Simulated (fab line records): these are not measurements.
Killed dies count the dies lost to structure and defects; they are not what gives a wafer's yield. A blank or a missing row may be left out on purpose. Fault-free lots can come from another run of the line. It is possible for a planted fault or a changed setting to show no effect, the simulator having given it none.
A struck lot beside a sound one + flow gf180mcu + 15 out of 602 route steps
Sound: wafers L353.1, L353.3, L353.4. Wafers L364.3, L364.4, L364.5 were the ones struck. The cause comes at the end.
At each step with rows: each side's tool, then ch and its chambers, then its first start. Under that, the readings that differ: sound wafers + struck wafers + difference of the means + sigmas: that difference in standard deviations of wafers without a fault.
alike: readings whose means differ by less than 2 such deviations, and words and numbers that are the same on both sides. not compared: withheld readings, readings that some wafer has no value for, bounds like >300 that may hide the same value, and numbers for which the record gives no deviation and whose values overlap.
A row with sigmas, a row that says differs or no value, or rows on one side alone: a step with any of these is where the two part. Numbers that don't overlap but have no deviation are shown without sigmas and don't part them. A reading missing from all wafers of one side parts the sides only when that side holds two or more wafers.

first, 5 steps without rows for these wafers: GF_V4_COAT_09 (resist thk 1000 nm); GF_V4_SOFTBAKE_10 (time 60 s); GF_V4_EXPOSE_11 (exposes mask Via4, target cd 260 nm); GF_V4_PEB_12 (peb time 90 s); GF_V4_DEVELOP_13 (develop time 57.89 s).
GF_V4_CD_MEAS_14: target cd 260 nm.
  struck on cd_sem-01, day 28 11:58; sound on cd_sem-01, day 25 06:36
  alike: cd_nm
GF_V4_OVL_MEAS_15:
  struck on overlay-02, day 28 12:03; sound on overlay-01, day 25 06:43
  alike: V4_OVL
GF_V4_ETCH_16: etches BARC in N2/H2.
  sound on rie_diel-01 ch 2,3, day 25 06:46; struck on rie_diel-04 ch 0,1,3, day 28 12:04
  alike: drypump_motor_current_A, oes_product_au, throttle_valve_pct
GF_V4_ETCH_17: etches SiO2 in C4F8/O2/Ar, stops on TiN, target depth 630 nm.
  sound: rie_diel-01 ch 2,3; struck: rie_diel-04 ch 0,1,3
  alike: oes_product_au
GF_V4_STRIP_18: strips in O2/N2.
  sound on plasma_asher-04 ch 0,1, day 25 06:53; struck on plasma_asher-01 ch 0,1, day 28 12:14
  alike: drypump_motor_current_A, heater_power_w, oes_product_au, platen_temp_c
  not compared: rf_hours_counter_h
then, 2 steps without rows for these wafers: GF_V4_STRIP_19 (strips in post etch residue remover, time 1200 s); GF_V4_CLEAN_20 (cleans in DIW).
GF_V4_SPUTTER_21: material Ti, target thk 15 nm, time 80.02 s.
  struck on pvd_sputter-02, day 28 12:44; sound on pvd_sputter-01, day 25 07:25
| reading                               | sound             | struck            | difference | sigmas |
|---------------------------------------|-------------------|-------------------|------------|--------|
| chamber_pressure_pa (Pa)              | 5.006 5.000 5.002 | 4.313 4.324 4.321 | -0.683     | -73    |
| model.Ti_of_V4_SPUTTER_21.thk_nm (nm) | 15.04 14.72 14.96 | 16.99 17.25 17.07 | +2.20      |        |
  alike: throttle_valve_pct
GF_V4_SPUTTER_22: material TiN, target thk 10 nm, time 40 s.
  struck on pvd_sputter-02, day 28 12:48; sound on pvd_sputter-01, day 25 07:29
  alike: chamber_pressure_pa, throttle_valve_pct
GF_PASSIVATION_PROBE_99:
  the record holds rows for the sound wafers here (prober-02, day 29 20:22) but none for the struck ones

== WHERE THEY PART ==
First at GF_V4_SPUTTER_21; last, within this record, at GF_PASSIVATION_PROBE_99.

WHY: whatever the simulator had introduced
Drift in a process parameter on pvd_sputter-02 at GF_V4_SPUTTER_21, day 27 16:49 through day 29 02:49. A move of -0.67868 in setting chamber_pressure_pa, from 5. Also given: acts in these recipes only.
